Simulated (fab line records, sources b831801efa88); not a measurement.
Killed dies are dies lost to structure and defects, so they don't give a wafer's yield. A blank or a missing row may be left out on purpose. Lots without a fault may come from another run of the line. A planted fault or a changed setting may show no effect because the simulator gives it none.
Chamber matching | flow sky130 | SKY_FIELD_ISO_ETCH_17 on rie_si-01: 3 sister chambers
The step etches Si in HBr/Cl2/O2, target depth 342 nm, time 97.7 s. 3 wafers are shown with their chamber, then 7 later ones without.

WAFERS WITH THEIR CHAMBER
wafer  | chamber | drypump_motor_current_A (A)
L322.2 | 0       | 5.6
L322.5 | 3       | 4.9
L327.1 | 2       | 5.2

WAFERS WITHOUT THEIR CHAMBER
wafer  | drypump_motor_current_A (A)
L327.3 | 5.6
L327.4 | 4.9
L335.2 | 5.6
L335.4 | 5.0
L335.6 | 5.3
L336.1 | 5.0
L336.2 | 5.6

WHICH CHAMBER EACH WENT THROUGH
wafer  | from the rows above     | in truth
L327.3 | 0                       | 0
L327.4 | 3                       | 3
L335.2 | 0                       | 0
L335.4 | can't be placed: 3 or 2 | 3
L335.6 | 2                       | 2
L336.1 | can't be placed: 3 or 2 | 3
L336.2 | 0                       | 0
Placed correctly: 5 of 7. Can't be placed from these rows: 2 (the true chamber is among the candidates in 2). Placed wrongly: 0.
How it was worked out, from the rows above alone: a wafer's distance from a chamber is the root of the sum, over the readings, of the square of ((its reading less the chamber's mean) divided by the reading's scatter). The wafer belongs to the nearest chamber; if the next one is less than 2 further off, it can't be placed. A chamber's mean is the mean of its shown wafers. The scatter: with one shown wafer a chamber, the root of the mean of the squares of how far each hidden wafer lies from its nearest shown one.
